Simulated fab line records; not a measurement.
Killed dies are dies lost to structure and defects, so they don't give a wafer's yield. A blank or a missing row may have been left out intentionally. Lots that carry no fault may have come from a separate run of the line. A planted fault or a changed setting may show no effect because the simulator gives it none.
fab line records	flow gf180mcu	part 1 of 2: steps 1 to 26 of 35
record: lots: 5	wafers: 15	last_day: 34
route steps=602 shown V3@445 M4@456 V4@476
lots untouched by any fault: they come from a run of this same line in which no faults occurred
start_h: the number of hours between the record's first day and the start of the first shown wafer of the lot	wait_h: time in hours since the lot's previous step	" same as the row above	L1.1+2: several wafers, shown together as one row	- either no value or no given start	* or withheld: withheld	< > ~ a bound
route shown NAME@n: NAME is a module with steps in the file, n the number in the route of the first one	usual: mean/standard deviation taken from wafers without a fault	same: alike in all rows	chamber/n: place in a boat	sites: the reading at each site	_std_site: the values' standard deviation	_edge_site: the outer-site mean with the inner-site mean subtracted	radius_mm: how far each site lies from the wafer's centre	mask NAME#n: copy n	behind: tool/chamber where the wafer was last shaped	hold: reason for holding the lot/hours on hold/outcome of the hold	device: names the non-switching transistor (n, p or np)	end of line: the same wafers' tests at the end of the route	step lacking rows: just its recipe	killed: count of dies lost to structure and defects at first sort (not the wafer's yield)	map: a wafer's dies, marking killed ones x, the rest . and places with no die _
set.NAME: the setting as run; set.NAME@STEP: as run at that earlier step	model.NAME: the simulator's own value behind a step, which no gauge read
lots seen at some steps along the route; tables by step, rows by wafer
services: the hour from which a tool's chamber was out of use, counted from the record's first day as start_h (under 0 if before that day), plus the number of hours and why
== steps ==
step: GF_V3_ETCH_16
recipe: chemistry: N2/H2	target_depth_a: withheld	overetch_a: withheld	time_s: withheld	target: BARC	ion_energy_ev: 200	source_w: 500	bias_w: 100	pressure_mtorr: 30	n2_flow_sccm: 100	h2_flow_sccm: 200
usual: drypump_motor_current_A: 5.6/0.53	oes_product_au: 0.854/0.0045	throttle_valve_pct: 13.224/0.0086
lot.wafer	tool	chamber	start_h	wait_h	drypump_motor_current_A	oes_product_au	throttle_valve_pct
L075.1	rie_diel-04	2	518.93	0.0	5.9	0.861	13.205
L075.2	"	0	"	"	6.0	0.848	13.234
L075.3	"	1	"	"	5.4	0.850	13.229
L081.4	rie_diel-02	0	571.06	0.0	6.0	0.857	13.228
L081.5	"	0	"	"	6.0	0.843	13.227
L081.6	"	3	"	"	5.4	0.854	13.212
L082.1	rie_diel-03	3	579.09	0.0	5.1	0.852	13.224
L082.2	"	1	"	"	6.8	0.842	13.217
L082.5	"	0	"	"	4.8	0.843	13.208
L085.1	rie_diel-03	1	602.46	0.0	6.8	0.850	13.226
L085.2	"	3	"	"	5.1	0.852	13.245
L085.5	"	3	"	"	5.1	0.859	13.231
L092.3	rie_diel-04	3	673.81	0.0	6.1	0.854	13.237
L092.4	"	3	"	"	6.1	0.861	13.217
L092.5	"	0	"	"	6.0	0.861	13.237
step: GF_V3_ETCH_17
recipe: chemistry: C4F8/O2/Ar	mask_material: KrF	target: SiO2	stop_on: TiN	source_w: 1500	bias_w: 1200	pressure_mtorr: 40	c4f8_flow_sccm: withheld	O2_flow_sccm: 6	Ar_flow_sccm: 300	time_s: withheld	target_depth_a: 6350
usual: oes_product_au: 0.856/0.0042
lot.wafer	tool	chamber	start_h	wait_h	oes_product_au
L075.1	rie_diel-04	2	-	-	0.856
L075.2	"	0	"	"	0.861
L075.3	"	1	"	"	0.850
L081.4	rie_diel-02	0	-	-	0.860
L081.5	"	0	"	"	0.852
L081.6	"	3	"	"	0.856
L082.1	rie_diel-03	3	-	-	0.853
L082.2	"	1	"	"	0.858
L082.5	"	0	"	"	0.859
L085.1	rie_diel-03	1	-	-	0.848
L085.2	"	3	"	"	0.858
L085.5	"	3	"	"	0.857
L092.3	rie_diel-04	3	-	-	0.859
L092.4	"	3	"	"	0.856
L092.5	"	0	"	"	0.870
step: GF_V3_STRIP_18
recipe: chemistry: O2/N2	power_w: 1400	pressure_mtorr: 1500	platen_temp_c: 250	o2_flow_sccm: 3000	n2_flow_sccm: 300	overash_fraction: 0.5
usual: drypump_motor_current_A: 5.9/0.35	heater_power_w: 323/40	o2_flow_sccm: 2999/9.2	oes_product_au: 0.592/0.0051
lot.wafer	tool	chamber	start_h	wait_h	drypump_motor_current_A	heater_power_w	o2_flow_sccm	oes_product_au	rf_hours_counter_h
L075.1	plasma_asher-04	1	519.06	-	5.7	412	3002	0.600	40
L075.2	"	0	"	"	5.6	301	2974	0.586	40
L075.3	"	1	"	"	5.7	396	3007	0.592	-
L081.4	plasma_asher-03	1	571.22	-	6.6	309	3004	0.592	-
L081.5	"	0	"	"	5.9	313	2996	0.584	-
L081.6	"	1	"	"	6.6	303	3012	0.586	-
L082.1	plasma_asher-01	1	579.22	-	5.5	289	2997	0.593	17
L082.2	"	0	"	"	6.0	298	2986	0.593	17
L082.5	"	0	"	"	6.0	306	3003	0.600	-
L085.1	plasma_asher-01	0	602.59	-	6.0	306	3012	0.595	19
L085.2	"	1	"	"	5.5	286	3002	0.592	19
L085.5	"	0	"	"	6.0	301	3011	0.593	-
L092.3	plasma_asher-04	1	673.97	-	5.7	414	3000	0.596	-
L092.4	"	0	"	"	5.6	308	2998	0.588	-
L092.5	"	1	"	"	5.7	407	3001	0.591	-
step: GF_V3_STRIP_19
recipe: chemistry: post_etch_residue_remover	time_s: 1200	temp_c: 72.5
lot.wafer	tool	chamber	start_h	wait_h
L075.1+2+3	wet_bench-01	2	519.16	0.1
L081.4+5+6	wet_bench-03	3	571.29	0.0
L082.1+2+5	wet_bench-03	2	579.32	0.1
L085.1+2+5	wet_bench-02	2	602.69	0.1
L092.3+4+5	wet_bench-02	0	674.04	0.0
step: GF_V3_CLEAN_20
recipe: chemistry: DIW	dry: n2_spin
lot.wafer	tool	chamber	start_h	wait_h
L075.1+2+3	wet_bench-03	2	519.51	0.0
L081.4+5+6	wet_bench-01	2	571.63	0.0
L082.1+2+5	wet_bench-02	3	579.66	0.0
L085.1+2+5	wet_bench-03	2	603.03	0.0
L092.3+4+5	wet_bench-01	0	674.38	0.0
step: GF_V3_SPUTTER_21
recipe: material: Ti	target_thk_nm: 15	chamber_pressure_pa: 5	power_w: 2500	substrate_temp_c: 200	time_s: 80.02
usual: throttle_valve_pct: 29.5/1
lot.wafer	tool	chamber	start_h	wait_h	throttle_valve_pct
L075.1	pvd_sputter-02	-	519.71	0.0	28.9
L075.2	"	-	"	"	29.8
L075.3	"	-	"	"	30.2
L081.4	pvd_sputter-03	-	571.72	0.0	29.8
L081.5	"	-	"	"	30.0
L081.6	"	-	"	"	31.0
L082.1	pvd_sputter-02	-	579.75	0.0	30.2
L082.2	"	-	"	"	30.0
L082.5	"	-	"	"	29.8
L085.1	pvd_sputter-04	-	603.12	0.0	29.0
L085.2	"	-	"	"	29.9
L085.5	"	-	"	"	29.2
L092.3	pvd_sputter-04	-	674.47	0.0	28.1
L092.4	"	-	"	"	30.7
L092.5	"	-	"	"	29.6
step: GF_V3_SPUTTER_22
recipe: material: TiN	target_thk_nm: 10	chamber_pressure_pa: 5	power_w: 4000	time_s: 40
usual: throttle_valve_pct: 29.5/0.98
lot.wafer	tool	chamber	start_h	wait_h	throttle_valve_pct
L075.1	pvd_sputter-02	-	519.77	0.0	29.1
L075.2	"	-	"	"	29.6
L075.3	"	-	"	"	29.8
L081.4	pvd_sputter-03	-	571.78	0.0	29.3
L081.5	"	-	"	"	30.2
L081.6	"	-	"	"	31.0
L082.1	pvd_sputter-02	-	579.81	0.0	30.2
L082.2	"	-	"	"	29.7
L082.5	"	-	"	"	29.8
L085.1	pvd_sputter-04	-	603.18	0.0	29.0
L085.2	"	-	"	"	29.6
L085.5	"	-	"	"	29.0
L092.3	pvd_sputter-04	-	674.53	0.0	28.2
L092.4	"	-	"	"	30.7
L092.5	"	-	"	"	29.5
step: GF_V3_CVD_23
recipe: material: W	target_thk_nm: 350	time_s: 104.9	temp_c: 400	pressure_torr: 40
usual: heater_power_w: 868/30
lot.wafer	tool	chamber	start_h	wait_h	heater_power_w
L075.1	cvd_w-02	1	519.81	0.0	862
L075.2	"	0	"	"	856
L075.3	"	0	"	"	830
L081.4	cvd_w-02	0	571.86	0.1	850
L081.5	"	0	"	"	837
L081.6	"	1	"	"	874
L082.1	cvd_w-02	0	579.85	0.0	872
L082.2	"	1	"	"	882
L082.5	"	0	"	"	851
L085.1	cvd_w-02	0	603.22	0.0	867
L085.2	"	1	"	"	883
L085.5	"	1	"	"	883
L092.3	cvd_w-01	1	674.61	0.1	937
L092.4	"	0	"	"	782
L092.5	"	0	"	"	835
step: GF_V3_RS_MEAS_24
recipe: thk_meas_gauge: four-point-probe	reads: W_of_V3_CVD_23+TiN_of_V3_SPUTTER_22+Ti_of_V3_SPUTTER_21
usual: V3_W_RS: 0.331/0.0035
lot.wafer	tool	chamber	start_h	wait_h	V3_W_RS[ohm/sq]
L075.1	film_metro-03	-	519.92	0.1	0.332
L075.2	"	-	"	"	0.332
L075.3	"	-	"	"	0.331
L081.4	film_metro-04	-	571.99	0.1	0.340
L081.5	"	-	"	"	0.340
L081.6	"	-	"	"	0.335
L082.1	film_metro-03	-	579.96	0.1	0.336
L082.2	"	-	"	"	0.335
L082.5	"	-	"	"	0.338
L085.1	film_metro-02	-	603.33	0.1	0.334
L085.2	"	-	"	"	0.335
L085.5	"	-	"	"	0.330
L092.3	film_metro-04	-	674.72	0.1	0.330
L092.4	"	-	"	"	0.329
L092.5	"	-	"	"	0.327
step: GF_V3_THK_MEAS_25
recipe: thk_meas_gauge: xrf	reads: W_of_V3_CVD_23
usual: V3_W_THK: 344/5.2
lot.wafer	tool	chamber	start_h	wait_h	V3_W_THK[nm]
L075.1	film_metro-03	-	520.04	0.1	341
L075.2	"	-	"	"	339
L075.3	"	-	"	"	343
L081.4	film_metro-04	-	572.08	0.1	339
L081.5	"	-	"	"	339
L081.6	"	-	"	"	343
L082.1	film_metro-03	-	580.08	0.1	338
L082.2	"	-	"	"	337
L082.5	"	-	"	"	338
L085.1	film_metro-02	-	603.45	0.1	333
L085.2	"	-	"	"	332
L085.5	"	-	"	"	338
L092.3	film_metro-04	-	674.82	0.1	347
L092.4	"	-	"	"	350
L092.5	"	-	"	"	347
step: GF_V3_CMP_26
recipe: stop_on: SiO2	down_force_psi: 3.5	platen_rpm: 60	t_overpolish_s: 15	target_thk_nm: 0	pad_velocity_m_s: 0.94248
usual: motor_current_A: 10.5/0.83	overpolish_run_s: 15.001/0.0087	time_to_endpoint_s: 82/3.7
lot.wafer	tool	chamber	start_h	wait_h	motor_current_A	overpolish_run_s	time_to_endpoint_s
L075.1	cmp-02	0	520.10	0.1	10.7	14.998	79
L075.3	"	1	"	"	11.3	14.996	83
L075.2	"	3	"	"	11.1	15.011	79
L081.4	cmp-01	1	572.16	0.1	10.4	15.013	75
L081.5	"	0	"	"	12.0	14.998	72
L081.6	"	1	"	"	10.5	14.987	80
L082.1	cmp-01	0	580.24	0.1	11.4	15.017	77
L082.2	"	1	"	"	10.4	14.995	82
L082.5	"	2	"	"	9.6	15.002	82
L085.1	cmp-02	2	603.51	0.1	9.5	14.997	80
L085.2	"	1	"	"	11.0	15.008	80
L085.5	"	3	"	"	10.6	15.001	79
L092.3	cmp-02	3	674.96	0.1	11.1	15.027	82
L092.4	"	0	"	"	10.6	15.017	83
L092.5	"	1	"	"	11.0	15.008	87
step: GF_M4_SPUTTER_00
recipe: material: Ti	target_thk_nm: 37.5	arriving_ion_energy_ev: 80	substrate_temp_c: 200	chamber_pressure_pa: 2	power_w: 4000	time_s: 150
usual: throttle_valve_pct: 30.2/1.6
lot.wafer	tool	chamber	start_h	wait_h	throttle_valve_pct
L075.1	pvd_sputter-03	-	520.40	0.2	29.6
L075.2	"	-	"	"	30.9
L075.3	"	-	"	"	30.1
L081.4	pvd_sputter-01	-	572.41	0.2	31.0
L081.5	"	-	"	"	33.0
L081.6	"	-	"	"	31.1
L082.1	pvd_sputter-01	-	580.44	0.1	30.6
L082.2	"	-	"	"	32.6
L082.5	"	-	"	"	32.9
L085.1	pvd_sputter-01	-	603.81	0.2	31.0
L085.2	"	-	"	"	32.8
L085.5	"	-	"	"	32.9
L092.3	pvd_sputter-01	-	675.16	0.1	32.4
L092.4	"	-	"	"	30.8
L092.5	"	-	"	"	30.8
step: GF_M4_SPUTTER_01
recipe: material: TiN	target_thk_nm: 30	power_w: 6500	time_s: 25	chamber_pressure_pa: 0.4
usual: throttle_valve_pct: 30.2/1.6
lot.wafer	tool	chamber	start_h	wait_h	throttle_valve_pct
L075.1	pvd_sputter-03	-	520.50	0.1	29.5
L075.2	"	-	"	"	31.3
L075.3	"	-	"	"	29.7
L081.4	pvd_sputter-01	-	572.51	0.1	30.8
L081.5	"	-	"	"	33.0
L081.6	"	-	"	"	30.7
L082.1	pvd_sputter-01	-	580.54	0.1	30.6
L082.2	"	-	"	"	32.8
L082.5	"	-	"	"	33.0
L085.1	pvd_sputter-01	-	603.91	0.1	30.8
L085.2	"	-	"	"	33.1
L085.5	"	-	"	"	32.7
L092.3	pvd_sputter-01	-	675.26	0.1	32.2
L092.4	"	-	"	"	31.0
L092.5	"	-	"	"	30.9
step: GF_M4_SPUTTER_02
recipe: material: AlCu	target_thk_nm: 450	power_w: 10600	time_s: 23.9	chamber_pressure_pa: 0.4
usual: throttle_valve_pct: 30.2/1.6
lot.wafer	tool	chamber	start_h	wait_h	throttle_valve_pct
L075.1	pvd_sputter-03	-	520.53	0.0	29.5
L075.2	"	-	"	"	30.7
L075.3	"	-	"	"	29.9
L081.4	pvd_sputter-01	-	572.54	0.0	31.0
L081.5	"	-	"	"	33.1
L081.6	"	-	"	"	30.8
L082.1	pvd_sputter-01	-	580.57	0.0	31.0
L082.2	"	-	"	"	32.5
L082.5	"	-	"	"	32.9
L085.1	pvd_sputter-01	-	603.94	0.0	30.8
L085.2	"	-	"	"	32.9
L085.5	"	-	"	"	33.0
L092.3	pvd_sputter-01	-	675.29	0.0	32.5
L092.4	"	-	"	"	31.1
L092.5	"	-	"	"	30.9
step: GF_M4_SPUTTER_03
recipe: material: Ti	target_thk_nm: 10	substrate_temp_c: 300	chamber_pressure_pa: 0.3	power_w: 3000	time_s: 6.7
usual: throttle_valve_pct: 30.2/1.6
lot.wafer	tool	chamber	start_h	wait_h	throttle_valve_pct
L075.1	pvd_sputter-03	-	520.56	0.0	29.7
L075.2	"	-	"	"	31.2
L075.3	"	-	"	"	30.0
L081.4	pvd_sputter-01	-	572.57	0.0	30.9
L081.5	"	-	"	"	33.1
L081.6	"	-	"	"	31.0
L082.1	pvd_sputter-01	-	580.60	0.0	30.7
L082.2	"	-	"	"	32.3
L082.5	"	-	"	"	33.0
L085.1	pvd_sputter-01	-	603.97	0.0	30.9
L085.2	"	-	"	"	32.8
L085.5	"	-	"	"	33.2
L092.3	pvd_sputter-01	-	675.32	0.0	32.5
L092.4	"	-	"	"	31.0
L092.5	"	-	"	"	30.8
step: GF_M4_SPUTTER_04
recipe: material: TiN	target_thk_nm: 50	power_w: 6500	time_s: 41.7	chamber_pressure_pa: 0.4
usual: throttle_valve_pct: 30.2/1.6
lot.wafer	tool	chamber	start_h	wait_h	throttle_valve_pct
L075.1	pvd_sputter-03	-	520.58	0.0	29.5
L075.2	"	-	"	"	31.0
L075.3	"	-	"	"	29.9
L081.4	pvd_sputter-01	-	572.59	0.0	31.0
L081.5	"	-	"	"	32.8
L081.6	"	-	"	"	31.0
L082.1	pvd_sputter-01	-	580.62	0.0	30.6
L082.2	"	-	"	"	32.4
L082.5	"	-	"	"	32.8
L085.1	pvd_sputter-01	-	603.99	0.0	30.9
L085.2	"	-	"	"	33.1
L085.5	"	-	"	"	33.0
L092.3	pvd_sputter-01	-	675.34	0.0	32.4
L092.4	"	-	"	"	30.8
L092.5	"	-	"	"	31.2
step: GF_M4_RS_MEAS_05
recipe: thk_meas_gauge: four-point-probe	reads: TiN_of_M4_SPUTTER_04+Ti_of_M4_SPUTTER_03+AlCu_of_M4_SPUTTER_02+TiN_of_M4_SPUTTER_01+Ti_of_M4_SPUTTER_00
usual: M4_ALCU_RS: 0.0695/0.00094
lot.wafer	tool	chamber	start_h	wait_h	M4_ALCU_RS[ohm/sq]
L075.1	film_metro-04	-	520.62	0.0	0.0691
L075.2	"	-	"	"	0.0700
L075.3	"	-	"	"	0.0690
L081.4	film_metro-04	-	572.69	0.1	0.0695
L081.5	"	-	"	"	0.0693
L081.6	"	-	"	"	0.0696
L082.1	film_metro-01	-	580.66	0.0	0.0692
L082.2	"	-	"	"	0.0694
L082.5	"	-	"	"	0.0691
L085.1	film_metro-03	-	604.03	0.0	0.0688
L085.2	"	-	"	"	0.0684
L085.5	"	-	"	"	0.0683
L092.3	film_metro-01	-	675.42	0.1	0.0693
L092.4	"	-	"	"	0.0688
L092.5	"	-	"	"	0.0684
step: GF_M4_THK_MEAS_06
recipe: thk_meas_gauge: xrf	reads: AlCu_of_M4_SPUTTER_02
usual: M4_ALCU_THK: 453/6.7
lot.wafer	tool	chamber	start_h	wait_h	M4_ALCU_THK[nm]
L075.1	film_metro-04	-	520.74	0.1	459
L075.2	"	-	"	"	454
L075.3	"	-	"	"	459
L081.4	film_metro-04	-	572.78	0.1	455
L081.5	"	-	"	"	457
L081.6	"	-	"	"	454
L082.1	film_metro-01	-	580.78	0.1	457
L082.2	"	-	"	"	456
L082.5	"	-	"	"	462
L085.1	film_metro-03	-	604.15	0.1	456
L085.2	"	-	"	"	459
L085.5	"	-	"	"	459
L092.3	film_metro-01	-	675.52	0.1	454
L092.4	"	-	"	"	454
L092.5	"	-	"	"	460
step: GF_M4_DEHYDRATE_07
recipe: temp_c: 200	time_s: 60
usual: resist_line_temp_C: 23.00/0.094
lot.wafer	tool	chamber	start_h	wait_h	resist_line_temp_C
L075.1	litho_track-04	0	531.80	11.0	23.04
L075.2	"	0	"	"	23.17
L075.3	"	0	"	"	22.90
L081.4	litho_track-03	0	582.75	10.0	22.89
L081.5	"	0	"	"	22.99
L081.6	"	0	"	"	22.91
L082.1	litho_track-03	0	590.88	10.1	22.91
L082.2	"	0	"	"	23.02
L082.5	"	0	"	"	23.01
L085.1	litho_track-03	0	613.78	9.6	22.92
L085.2	"	0	"	"	22.98
L085.5	"	0	"	"	23.06
L092.3	litho_track-03	0	684.13	8.6	23.23
L092.4	"	0	"	"	23.20
L092.5	"	0	"	"	23.11
step: GF_M4_HMDS_08
recipe: prime_time_s: 60	prime_temp_c: 120
usual: prime_temp_c: 120.03/0.15	resist_line_temp_C: 23.03/0.1
lot.wafer	tool	chamber	start_h	wait_h	prime_temp_c	resist_line_temp_C
L075.1	litho_track-04	0	531.95	0.1	120.12	23.01
L075.2	"	0	"	"	120.16	23.05
L075.3	"	0	"	"	119.95	23.14
L081.4	litho_track-03	0	582.90	0.1	120.13	23.00
L081.5	"	0	"	"	119.90	22.82
L081.6	"	0	"	"	120.06	22.96
L082.1	litho_track-03	0	591.03	0.1	120.03	23.09
L082.2	"	0	"	"	120.05	23.11
L082.5	"	0	"	"	120.10	23.07
L085.1	litho_track-03	0	613.93	0.1	120.22	22.95
L085.2	"	0	"	"	119.87	22.89
L085.5	"	0	"	"	120.05	22.92
L092.3	litho_track-03	0	684.28	0.1	119.94	23.15
L092.4	"	0	"	"	119.83	22.95
L092.5	"	0	"	"	119.94	23.02
step: GF_M4_COAT_09
recipe: resist: KrF	spin_rpm: withheld	resist_thk_nm: 1000
usual: resist_line_temp_C: 23.00/0.11
lot.wafer	tool	chamber	start_h	wait_h	resist_line_temp_C
L075.1	litho_track-04	0	532.10	0.1	22.95
L075.2	"	0	"	"	23.06
L075.3	"	0	"	"	22.75
L081.4	litho_track-03	0	583.05	0.1	23.06
L081.5	"	0	"	"	22.94
L081.6	"	0	"	"	22.94
L082.1	litho_track-03	0	591.18	0.1	22.96
L082.2	"	0	"	"	23.09
L082.5	"	0	"	"	23.03
L085.1	litho_track-03	0	614.08	0.1	23.14
L085.2	"	0	"	"	23.15
L085.5	"	0	"	"	23.08
L092.3	litho_track-03	0	684.43	0.1	22.89
L092.4	"	0	"	"	23.01
L092.5	"	0	"	"	23.01
step: GF_M4_SOFTBAKE_10
recipe: temp_c: 130	time_s: 60	resist: KrF
usual: resist_line_temp_C: 22.97/0.11
lot.wafer	tool	chamber	start_h	wait_h	resist_line_temp_C
L075.1	litho_track-04	0	532.25	0.1	22.90
L075.2	"	0	"	"	22.76
L075.3	"	0	"	"	22.89
L081.4	litho_track-03	0	583.20	0.1	22.83
L081.5	"	0	"	"	22.90
L081.6	"	0	"	"	22.84
L082.1	litho_track-03	0	591.33	0.1	22.92
L082.2	"	0	"	"	22.93
L082.5	"	0	"	"	22.93
L085.1	litho_track-03	0	614.23	0.1	23.11
L085.2	"	0	"	"	23.08
L085.5	"	0	"	"	23.12
L092.3	litho_track-03	0	684.58	0.1	22.91
L092.4	"	0	"	"	22.96
L092.5	"	0	"	"	23.16
step: GF_M4_EXPOSE_11
recipe: mask_id: Metal4	target_cd_nm: 280	na: 0.68	source_shape: conventional	sigma_outer: 0.6	dose_mj: 28
lot.wafer	tool	chamber	start_h	wait_h	mask
L075.1+2+3	krf_scanner-02	0	-	-	Metal4#0
L081.4+5+6	krf_scanner-02	0	-	-	Metal4#0
L082.1+2+5	krf_scanner-02	0	-	-	Metal4#0
L085.1+2+5	krf_scanner-02	0	-	-	Metal4#0
L092.3+4+5	krf_scanner-02	0	-	-	Metal4#0
step: GF_M4_PEB_12
recipe: peb_temp_c: 135	peb_time_s: 90	resist: KrF
usual: resist_line_temp_C: 23.01/0.1
lot.wafer	tool	chamber	start_h	wait_h	resist_line_temp_C
L075.1	litho_track-03	0	-	-	22.91
L075.2	"	0	"	"	23.08
L075.3	"	0	"	"	23.06
L081.4	litho_track-04	0	-	-	23.07
L081.5	"	0	"	"	22.99
L081.6	"	0	"	"	23.11
L082.1	litho_track-02	0	-	-	23.11
L082.2	"	0	"	"	23.11
L082.5	"	0	"	"	22.98
L085.1	litho_track-04	0	-	-	22.98
L085.2	"	0	"	"	22.98
L085.5	"	0	"	"	23.05
L092.3	litho_track-03	0	-	-	22.92
L092.4	"	0	"	"	23.00
L092.5	"	0	"	"	23.10
step: GF_M4_DEVELOP_13
recipe: develop_time_s: 60	dev_temp_c: 21
usual: resist_line_temp_C: 23.00/0.098
lot.wafer	tool	chamber	start_h	wait_h	resist_line_temp_C
L075.1	litho_track-03	0	542.83	0.2	23.17
L075.2	"	0	"	"	23.09
L075.3	"	0	"	"	23.15
L081.4	litho_track-04	0	594.22	0.1	23.11
L081.5	"	0	"	"	23.09
L081.6	"	0	"	"	23.12
L082.1	litho_track-02	0	601.20	0.2	22.95
L082.2	"	0	"	"	22.99
L082.5	"	0	"	"	22.99
L085.1	litho_track-04	0	624.84	0.2	22.94
L085.2	"	0	"	"	23.03
L085.5	"	0	"	"	22.94
L092.3	litho_track-03	0	694.43	0.1	23.03
L092.4	"	0	"	"	23.06
L092.5	"	0	"	"	23.05
step: GF_M4_CD_MEAS_14
recipe: target_cd_nm: 280
usual: cd_nm: 280.2/1.1
lot.wafer	tool	chamber	start_h	wait_h	cd_nm
L075.1	cd_sem-01	-	542.98	0.1	279.5
L075.2	"	-	"	"	280.6
L075.3	"	-	"	"	281.4
L081.4	cd_sem-01	-	594.35	0.1	279.8
L081.5	"	-	"	"	279.7
L081.6	"	-	"	"	279.2
L082.1	cd_sem-01	-	601.35	0.1	279.9
L082.2	"	-	"	"	279.0
L082.5	"	-	"	"	279.7
L085.1	cd_sem-02	-	624.99	0.1	281.4
L085.2	"	-	"	"	280.5
L085.5	"	-	"	"	280.1
L092.3	cd_sem-01	-	694.57	0.1	278.6
L092.4	"	-	"	"	279.6
L092.5	"	-	"	"	277.9
